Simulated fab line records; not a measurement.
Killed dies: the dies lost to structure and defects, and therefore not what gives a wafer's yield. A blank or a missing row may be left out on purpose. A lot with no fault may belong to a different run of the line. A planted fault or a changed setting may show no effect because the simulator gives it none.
What tool caused it? -- flow sky130 -- Sampling: 12 lots, 36 wafers, 5 of 708 route steps

## WHAT EACH GAUGE READ, for each wafer
SKY_NWELL_OVL_MEAS_10. Usual: NWELL_00_OVL -0.1 nm, standard deviation 1.3.
lot,measured,on,NWELL_00_OVL (nm),flag
L180,day 4 09:06,overlay-01,1.9 1.2 1.4,
L181,day 5 07:27,overlay-02,-0.9 0.5 0.0,
L184,day 5 13:23,overlay-02,-1.0 -1.6 -0.4,
L185,day 5 17:57,overlay-01,0.3 0.1 0.3,
L186,day 6 00:17,overlay-01,-113.2 -112.7 -112.5,OFF
L187,day 6 06:00,overlay-01,-113.7 -113.8 -115.6,OFF
L188,day 6 10:14,overlay-02,0.3 -0.8 -0.2,
L189,day 6 17:09,overlay-02,-112.2 -111.8 -112.2,OFF
L190,day 6 21:41,overlay-02,-115.2 -112.3 -113.1,OFF
L196,day 9 00:02,overlay-02,-2.3 -1.2 -2.6,
L198,day 9 08:32,overlay-02,-0.6 0.4 0.1,
L199,day 9 07:47,overlay-02,1.0 1.9 1.0,

SKY_VT_ADJUST_HVTP_TW_MEAS_11. Usual: VT_ADJUST_HVTP_TW 1362, standard deviation 15.
lot,measured,on,VT_ADJUST_HVTP_TW,flag
L180,day 5 22:22,film-metro-04,1375 1371 1364,
L181,day 6 19:25,film-metro-04,1373 1368 1370,
L184,day 7 03:14,film-metro-03,1339 1339 1345,
L185,day 7 08:21,film-metro-04,1376 1371 1368,
L186,day 7 14:27,film-metro-04,1374 1365 1365,
L187,day 7 19:57,film-metro-03,1344 1349 1345,
L188,day 8 02:56,film-metro-02,1373 1371 1367,
L189,day 8 11:31,film-metro-04,1383 1387 1383,
L190,day 8 15:26,film-metro-04,1372 1379 1375,
L196,day 10 20:42,film-metro-03,1345 1347 1339,
L198,day 11 06:29,film-metro-04,1366 1360 1372,
L199,day 11 03:35,film-metro-04,1368 1370 1367,

## EACH LOT AND THE TOOL THAT RAN IT (in order: tool; ch and the chambers of the sampled wafers; start)
lot,SKY_FIELD_ISO_ETCH_17,SKY_DNWELL_STRIP_08,SKY_NWELL_EXPOSE_07
L180,"rie-si-02 ch 0,1,2, day 2 05:01","plasma-asher-02 ch 0,1, day 3 01:20","iline-stepper-02 ch 0, day 4 01:05"
L181,"rie-si-01 ch 0,1,2, day 2 14:49","plasma-asher-02 ch 0,1, day 3 19:37","iline-stepper-01 ch 0, day 4 22:24"
L184,"rie-si-01 ch 1,2,3, day 3 00:31","plasma-asher-02 ch 0,1, day 4 00:56","iline-stepper-01 ch 0, day 5 04:05"
L185,"rie-si-01 ch 0,1,2, day 3 05:10","plasma-asher-02 ch 0,1, day 4 05:50","iline-stepper-01 ch 0, day 5 08:46"
L186,"rie-si-02 ch 1,2,3, day 3 13:28","plasma-asher-02 ch 0,1, day 4 13:14","iline-stepper-01 ch 0, day 5 16:44"
L187,"rie-si-01 ch 0,1,3, day 3 18:31","plasma-asher-02 ch 0,1, day 4 17:26","iline-stepper-01 ch 0, day 5 21:11"
L188,"rie-si-02 ch 0,3, day 3 22:46","plasma-asher-02 ch 0,1, day 4 22:38","iline-stepper-02 ch 0, day 6 01:04"
L189,"rie-si-01 ch 1,3, day 4 03:43","plasma-asher-02 ch 0,1, day 5 05:04","iline-stepper-01 ch 0, day 6 09:07"
L190,"rie-si-01 ch 0,3, day 4 10:55","plasma-asher-04 ch 0, day 5 10:59","iline-stepper-01 ch 0, day 6 13:11"
L196,"rie-si-02 ch 1,2, day 5 16:31","plasma-asher-02 ch 0,1, day 7 07:23","iline-stepper-02 ch 0, day 8 13:35"
L198,"rie-si-02 ch 1,2, day 6 02:19","plasma-asher-02 ch 1, day 7 14:23","iline-stepper-02 ch 0, day 8 22:01"
L199,"rie-si-01 ch 0,1, day 6 08:49","plasma-asher-02 ch 0,1, day 7 14:08","iline-stepper-02 ch 0, day 8 21:13"
- SKY_FIELD_ISO_ETCH_17: etches Si in HBr/Cl2/O2, target depth 342 nm, time 97.7 s.
- SKY_DNWELL_STRIP_08: strips in O2/N2.
- SKY_NWELL_EXPOSE_07: exposes mask NWM, target cd 840 nm.

## AS READ BY THE TOOLS THEMSELVES (means over the sampled wafers that have a number; for cases with no such wafer, the mark the record gives instead)
SKY_FIELD_ISO_ETCH_17. Usual: drypump-motor-current-A 5.6 A, standard deviation 0.46; oes-product-au 1.002 a.u., standard deviation 0.0099; throttle-valve-pct 25.654 %, standard deviation 0.011.
lot,tool,drypump-motor-current-A (A),oes-product-au (a.u.),throttle-valve-pct (%),flag
L180,rie-si-02,5.3,1.004,25.652,
L181,rie-si-01,5.4,1.003,25.660,
L184,rie-si-01,5.9,1.013,25.650,
L185,rie-si-01,5.4,0.993,25.656,
L186,rie-si-02,5.6,1.011,25.655,
L187,rie-si-01,5.7,1.000,25.656,
L188,rie-si-02,5.5,0.993,25.664,
L189,rie-si-01,6.0,1.000,25.654,
L190,rie-si-01,5.9,1.001,25.656,
L196,rie-si-02,5.4,1.009,25.651,
L198,rie-si-02,5.6,1.008,25.647,
L199,rie-si-01,5.3,0.999,25.653,

SKY_DNWELL_STRIP_08. Usual: drypump-motor-current-A 5.5 A, standard deviation 0.36; oes-product-au 0.722 a.u., standard deviation 0.0042; strip-time-to-endpoint-s 36.94 s, standard deviation 0.12.
lot,tool,drypump-motor-current-A (A),oes-product-au (a.u.),strip-time-to-endpoint-s (s),flag
L180,plasma-asher-02,5.3,0.726,36.89,
L181,plasma-asher-02,5.4,0.719,36.94,
L184,plasma-asher-02,5.3,0.720,37.09,
L185,plasma-asher-02,5.4,0.723,36.98,
L186,plasma-asher-02,5.3,0.720,36.88,
L187,plasma-asher-02,5.3,0.722,36.92,
L188,plasma-asher-02,5.4,0.727,36.76,
L189,plasma-asher-02,5.4,0.720,37.06,
L190,plasma-asher-04,6.3,0.725,36.89,
L196,plasma-asher-02,5.4,0.721,36.93,
L198,plasma-asher-02,5.1,0.722,36.97,
L199,plasma-asher-02,5.4,0.720,36.85,

## THE ANSWER, worked out from the rows above alone
Rule: a lot counts as off when the mean over its wafers that have a number is more than 3 standard deviations away from the usual mean. A lot without any number at a reading at which 4 lots or more have one is off too. Where the step has rows for the other lots, those lots are counted as sound. Order of review: gauges by route order, followed by the tools' own readings, for which a lot's mean as printed above is used. At the first step where some lot is off, the reading lying furthest off is the one used; lots without a number count as furthest.
Off: L186, L187, L189, L190, seen at SKY_NWELL_OVL_MEAS_10 (NWELL_00_OVL).
A tool fits if, at a process step before that reading, it ran every lot that is off, and no sound lot after the first of them. Gauges at SKY_NWELL_OVL_MEAS_10: tried the same way as those tools. One candidate fits, namely iline-stepper-01 at SKY_NWELL_EXPOSE_07. Its last sound lot is L185 (day 5 08:46), its first lot that is off L186 (day 5 16:44): a fault that began between those two fits.

## WHAT HAD BEEN PUT IN BY THE SIMULATOR
Scanner matching overlay: iline-stepper-01, from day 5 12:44 on, at SKY_NWELL_EXPOSE_07. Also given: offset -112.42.
Shown lots that were struck: L186, L187, L189, L190. This agrees with what the rule above found.
